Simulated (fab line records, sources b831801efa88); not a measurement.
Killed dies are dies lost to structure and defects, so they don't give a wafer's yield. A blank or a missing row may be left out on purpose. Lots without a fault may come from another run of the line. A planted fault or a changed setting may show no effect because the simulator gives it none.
A struck lot beside a sound one | flow sky130 | 17 steps out of a route of 708
Sound: wafers L416.2, L416.3, L416.5. Struck: wafers L432.1, L432.5, L432.6. The cause comes at the end.
At each step with rows: each side's tool, then ch and its chambers, then its first start. Under that, the readings that differ: sound wafers | struck wafers | difference of the means | sigmas: that difference in standard deviations of wafers without a fault.
alike: readings whose means differ by less than 2 such deviations, and words and numbers that are the same on both sides. not compared: withheld readings, readings that some wafer has no value for, bounds like >300 that may hide the same value, and numbers for which the record gives no deviation and whose values overlap.
The two part at a step that has a row with sigmas, a row that says differs or no value, or rows on one side only. Numbers that don't overlap but have no deviation are shown without sigmas and don't part them. A reading that every wafer of one side lacks parts them only if that side has two wafers or more.

SKY_SONOS_ONO_THK_MEAS_03:
  sound on film_metro-01, day 12 22:12; struck on film_metro-04, day 17 11:42
  reading                   | sound             | struck            | difference | sigmas
  SONOS_ONO_CVD_02_THK (nm) | 10.91 10.85 10.78 | 10.53 10.60 10.45 | -0.32      | -2
then, 1 step without rows for these wafers: SKY_SONOS_ONO_CVD_04 (deposits SiO2 from SiH4/N2O, target thk 5.7199 nm).
SKY_SONOS_ONO_THK_MEAS_05:
  sound on film_metro-01, day 12 23:31; struck on film_metro-04, day 17 13:38
  alike: SONOS_ONO_CVD_04_THK
then, 7 steps without rows for these wafers: SKY_SONOS_ONO_DEHYDRATE_06 (time 60 s); SKY_SONOS_ONO_HMDS_07 (prime time 60 s); SKY_SONOS_ONO_COAT_08 (resist thk 1140 nm); SKY_SONOS_ONO_SOFTBAKE_09 (time 60 s); SKY_SONOS_ONO_EXPOSE_10 (exposes mask ONOM, target cd 410 nm); SKY_SONOS_ONO_PEB_11; SKY_SONOS_ONO_DEVELOP_12 (develop time 60 s).
SKY_SONOS_ONO_CD_MEAS_13: target cd 410 nm.
  sound on cd_sem-01, day 14 00:47; struck on cd_sem-01, day 18 18:52
  alike: cd_nm
SKY_SONOS_ONO_OVL_MEAS_14:
  sound on overlay-01, day 14 00:53; struck on overlay-01, day 18 18:59
  alike: SONOS_ONO_OVL
SKY_SONOS_ONO_ETCH_15: etches the open film in CHF3/O2, target depth 19.52 nm, time 7.8 s.
  sound on rie_diel-04 ch 1,2, day 14 00:55; struck on rie_diel-03 ch 0,3, day 18 19:02
  reading                                        | sound             | struck         | difference                    | sigmas
  rf_fwd_power_W (W)                             | 585.4 586.9 582.2 | - - -          | no value on the struck wafers |
  model.etch.depth_nm (nm)                       | 19.62 19.35 19.61 | 11.06 10.48 11 | -8.68                         |
  model.SONOS_ONO.feature_depth_nm (nm)          | 19.62 19.35 19.61 | 11.06 10.48 11 | -8.68                         |
  model.NOVOLAK_of_SONOS_ONO_COAT_08.thk_nm (nm) | 1104 1107 1103    | 1124 1126 1122 | +19                           |
  alike: drypump_motor_current_A, oes_product_au, throttle_valve_pct
  not compared: rf_hours_counter_h
then, 1 step without rows for these wafers: SKY_SONOS_ONO_WET_ETCH_16 (etches SiO2 in dHF, target depth 14 nm, time 280 s).
SKY_SONOS_ONO_STRIP_17: strips in O2/N2.
  sound on plasma_asher-03 ch 0,1, day 14 01:01; struck on plasma_asher-02 ch 0,1, day 18 19:08
  reading                      | sound             | struck            | difference | sigmas
  strip_time_to_endpoint_s (s) | 13.89 13.91 13.85 | 14.11 14.13 14.07 | +0.22      | +6
  alike: drypump_motor_current_A, oes_product_au
  not compared: rf_hours_counter_h
then, 1 step without rows for these wafers: SKY_SONOS_ONO_WET_ETCH_18 (etches Si3N4 in H3PO4, target depth 15 nm, time 172 s).
-- the record jumps here: 31 days lie between the struck wafers' starts before and after (it left off in module SONOS_ONO and takes up again in module PAD_OPEN, whose first step shown is number 708 of the route) --
SKY_PAD_OPEN_PROBE_99:
  sound on prober-01, day 46 17:36; struck on prober-01, day 50 02:26
  reading                                | sound                         | struck                        | difference | sigmas
  model.etest.nfet_16v.r_on_ohm_um       | 1.441e+04 1.438e+04 1.448e+04 | 1.757e+04 1.748e+04 1.758e+04 | +3.120e+03 |
  model.etest.pfet_16v.r_on_ohm_um       | 1.489e+04 1.482e+04 1.54e+04  | 1.684e+04 1.668e+04 1.646e+04 | +1.623e+03 |
  model.etest.pfet_g5v0d10v5.r_on_ohm_um | 4759 4717 4801                | 5422 5580 5522                | +749       |
  model.etest.nfet_g5v0d10v5.r_on_ohm_um | 1906 1920 1929                | 2407 2459 2417                | +509       |
  model.etest.nfet_g5v0d10v5.drive_ua_um | 592.9 595.8 593.1             | 404.4 400.3 399.1             | -192.7     |
  model.etest.tip_sonos.rs_ohm_sq        | 2715 2676 2678                | 2767 2819 2783                | +100       |
  model.etest.nfet_05v0_nvt.drive_ua_um  | 569 571.7 571.4               | 430.8 421 420.6               | -146.6     |
  model.etest.nfet_16v.drive_ua_um       | 215.2 217.6 216.2             | 135.1 133.2 132.7             | -82.7      |
  alike: killed_at_M0_to_M3, killed_at_M4_up, killed_at_contacts, killed_at_front_end, killed_at_other, killed_dies, killed_open, killed_short

WHERE THEY PART
First at SKY_SONOS_ONO_THK_MEAS_03; last, within this record, at SKY_SONOS_ONO_STRIP_17. Later steps at which nothing parts them and some readings are alike: SKY_PAD_OPEN_PROBE_99.

WHY: what the simulator had put in
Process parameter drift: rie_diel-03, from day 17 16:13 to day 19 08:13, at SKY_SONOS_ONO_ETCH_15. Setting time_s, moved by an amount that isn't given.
